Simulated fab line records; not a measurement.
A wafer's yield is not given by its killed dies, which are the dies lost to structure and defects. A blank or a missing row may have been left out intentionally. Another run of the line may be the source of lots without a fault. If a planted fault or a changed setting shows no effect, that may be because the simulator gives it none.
Which tool is to blame? + flow sky130 + route of 708 steps, sampled at 1 step: 7 lots, 21 wafers

== WHAT EACH GAUGE READ, for each wafer ==
SKY_POLY_CUT_CD_MEAS_08: target cd 270 nm.
| lot  | measured     | on       | cdNm (nm)         |
|------|--------------|----------|-------------------|
| L941 | day 24 21:07 | cdSem-01 | 270.3 271.5 270.2 |
| L946 | day 26 12:47 | cdSem-01 | 269.3 269.9 269.2 |
| L950 | day 27 22:11 | cdSem-02 | 270.3 269.1 269.8 |
| L953 | day 28 21:12 | cdSem-02 | 270.1 269.1 271.6 |
| L955 | day 29 15:32 | cdSem-01 | 269.9 271.2 270.0 |
| L958 | day 30 17:11 | cdSem-01 | 270.2 270.7 271.3 |
| L963 | day 32 09:51 | cdSem-02 | 271.3 270.0 271.7 |

== WHAT TOOL EACH LOT RAN ON (gives the tool, then ch and the chambers of the sampled wafers, and finally the start) ==
Record: no process step prior to these readings.

== THE ANSWER, worked out from the rows above alone ==
Rule: what is usual is taken from the lots themselves. Put in order of their means at a reading, lots are off if they are a third of the lots or fewer, leave a main group of 4 or more, and stand apart from it by a gap of 3 or more times the standard deviation of the main group's means; of several such gaps the widest counts. A main group is skipped when, at the precision printed for the reading in the tables above, its means are all equal. Also off: a lot with no number at a reading for which 4 or more lots have one. The other lots that the step has rows for count as sound.
None of the lots is off at any reading shown; this tells nothing.

== WHAT WAS PUT IN BY THE SIMULATOR ==
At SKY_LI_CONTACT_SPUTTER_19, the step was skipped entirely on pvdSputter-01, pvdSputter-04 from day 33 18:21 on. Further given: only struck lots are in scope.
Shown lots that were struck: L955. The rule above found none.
